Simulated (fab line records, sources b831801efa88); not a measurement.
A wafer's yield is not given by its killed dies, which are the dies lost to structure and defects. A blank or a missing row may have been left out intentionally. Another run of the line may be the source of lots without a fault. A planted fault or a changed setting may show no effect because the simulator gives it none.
Comparing a struck lot with a sound one ; flow sfq line ; 28 steps out of a route of 325
Sound: wafers L105.2, L105.3, L105.4. Wafers struck: L122.3, L122.4, L122.5. The cause is given at the end.
At each step with rows: each side's tool, then ch and its chambers, then its first start. Under that, the readings that differ: sound wafers ; struck wafers ; difference of the means ; sigmas: that difference in standard deviations of wafers without a fault.
alike: readings whose means differ by less than 2 such deviations, and words and numbers that are the same on both sides. not compared: withheld readings, readings that some wafer has no value for, bounds like >300 that may hide the same value, and numbers for which the record gives no deviation and whose values overlap.
Wherever a step has rows on one side only, a row that says differs or no value, or a row with sigmas, the two part there. Numbers that don't overlap but have no deviation are shown without sigmas and don't part them. A reading that every wafer of one side lacks parts them only if that side has two wafers or more.

first, 6 steps without rows for these wafers: SFQ_TRILAYER_M6_LITHO_COAT_164 (resist thk 62 nm); SFQ_TRILAYER_M6_LITHO_COAT_159 (resist thk 600 nm); SFQ_TRILAYER_M6_LITHO_SOFTBAKE_163; SFQ_TRILAYER_M6_LITHO_EXPOSE_160 (exposes mask M6, target cd 500 nm); SFQ_TRILAYER_M6_LITHO_PEB_162 (peb time 58.65 s); SFQ_TRILAYER_M6_LITHO_DEVELOP_161 (time 60 s).
SFQ_M6_OVL_MEAS_940:
  sound on overlay-02, day 73 01:26; struck on overlay-02, day 82 06:43
  alike: M6_OVL
SFQ_TRILAYER_M6_BARC_OPEN_METAL_ETCH_206: etches BARC in O2, target depth 125 nm, time 41.7 s.
  sound on rie metal-01 ch 0,1, day 73 01:28; struck on rie metal-01 ch 0,1, day 82 06:45
  alike: drypump motor current A, oes product au
  not compared: rf hours counter h
then, 1 step without rows for these wafers: SFQ_TRILAYER_M6_ETCH_METAL_ETCH_162 (etches Nb in Cl2/Ar, stops on SiO2, target depth 240 nm, time 120 s).
SFQ_TRILAYER_M6_STRIP_STRIP_163: strips in O2.
  sound on rie metal-01 ch 0,1, day 73 01:39; struck on rie metal-01 ch 0,1, day 82 07:07
  alike: drypump motor current A, oes product au
  not compared: rf hours counter h
then, 1 step without rows for these wafers: SFQ_TRILAYER_M6_STRIP_SOLV_CLEAN_164 (cleans in NMP, time 600 s).
SFQ_TRILAYER_I6_DEP_PECVD_165: deposits SiO2 from SiH4/N2O, time 111.11 s, target thk 500 nm.
  sound on pecvd-04 ch 0,1, day 73 02:26; struck on pecvd-03 ch 0,1,2, day 82 07:41
  alike: heater power w, throttle valve pct
SFQ_TRILAYER_I6_CMP_CMP_166: polishes SiO2.
  sound on cmp-02 ch 0,2,3, day 73 02:33; struck on cmp-01 ch 0,2,3, day 82 08:28
reading;sound;struck;difference;sigmas
model.SiO2_of_TRILAYER_I6_DEP_PECVD_165.thk nm (nm);200.7 200.4 199.8;219.8 219.7 220.1;+19.6;
  alike: motor current A, platen rpm, time to endpoint s
SFQ_I6_BOW_MEAS_941:
  sound on film metro-03, day 73 05:34; struck on film metro-04, day 82 11:31
  alike: I6_BOW
SFQ_TRILAYER_I6_METRO_MEASURE_167:
  sound on film metro-03, day 73 05:52; struck on film metro-04, day 82 11:59
reading;sound;struck;difference;sigmas
thk nm (nm);200.6 200.3 200.0;219.6 219.7 220.0;+19.5;+21
then, 6 steps without rows for these wafers: SFQ_TRILAYER_I6_VIA_LITHO_COAT_174 (resist thk 62 nm); SFQ_TRILAYER_I6_VIA_LITHO_COAT_169 (resist thk 650 nm); SFQ_TRILAYER_I6_VIA_LITHO_SOFTBAKE_173; SFQ_TRILAYER_I6_VIA_LITHO_EXPOSE_170 (exposes mask I6, target cd 700 nm); SFQ_TRILAYER_I6_VIA_LITHO_PEB_172 (peb time 60 s); SFQ_TRILAYER_I6_VIA_LITHO_DEVELOP_171 (time 60 s).
SFQ_I6_OVL_MEAS_942:
  sound on overlay-01, day 77 00:30; struck on overlay-01, day 82 15:56
  alike: I6_OVL
SFQ_TRILAYER_I6_VIA_BARC_OPEN_VIA_ETCH_235: etches BARC in O2, target depth 125 nm, time 43.26 s.
  sound on rie diel-04 ch 0,1,2, day 77 00:32; struck on rie diel-03 ch 0,3, day 82 15:57
  alike: drypump motor current A, oes product au
  not compared: rf hours counter h
SFQ_TRILAYER_I6_VIA_ETCH_VIA_ETCH_172: etches SiO2 in CHF3, stops on Nb, target depth 260 nm.
  sound on rie diel-04 ch 0,1,2, day 77 00:34; struck on rie diel-03 ch 0,3, day 82 15:59
reading;sound;struck;difference;sigmas
oes product au (a.u.);0.858 0.859 0.852;0.904 0.893 0.905;+0.044;+9
model.etch.depth nm (nm);200.6 200.4 199.8;219.7 219.6 220.1;+19.5;
model.I6.feature depth nm (nm);200.6 200.4 199.8;219.7 219.6 220.1;+19.5;
  alike: drypump motor current A
SFQ_TRILAYER_I6_VIA_STRIP_STRIP_173: strips in O2.
  sound on rie metal-02 ch 0,1, day 77 00:41; struck on rie metal-04 ch 0,1, day 82 16:18
  alike: drypump motor current A, oes product au
  not compared: rf hours counter h
then, 1 step without rows for these wafers: SFQ_TRILAYER_I6_VIA_STRIP_SOLV_CLEAN_174 (cleans in NMP, time 600 s).
SFQ_TRILAYER_M7_DEP_PRE_CLEAN_176: time 22.5 s.
  sound on pvd sputter-05, day 77 01:28; struck on pvd sputter-03, day 82 16:53
reading;sound;struck;difference;sigmas
model.SiO2_of_TRILAYER_I6_DEP_PECVD_165.thk nm (nm);193.1 192.9 192.3;212.2 212.1 212.6;+19.5;
then, 1 step without rows for these wafers: SFQ_TRILAYER_M7_DEP_SPUTTER_175 (material Nb, target thk 200 nm, time 133.3 s).

== WHERE THEY PART ==
First at SFQ_TRILAYER_I6_METRO_MEASURE_167; last, within this record, at SFQ_TRILAYER_I6_VIA_ETCH_VIA_ETCH_172. Later steps at which nothing parts them and some readings are alike: SFQ_TRILAYER_I6_VIA_STRIP_STRIP_173.

WHY: what had been put in by the simulator
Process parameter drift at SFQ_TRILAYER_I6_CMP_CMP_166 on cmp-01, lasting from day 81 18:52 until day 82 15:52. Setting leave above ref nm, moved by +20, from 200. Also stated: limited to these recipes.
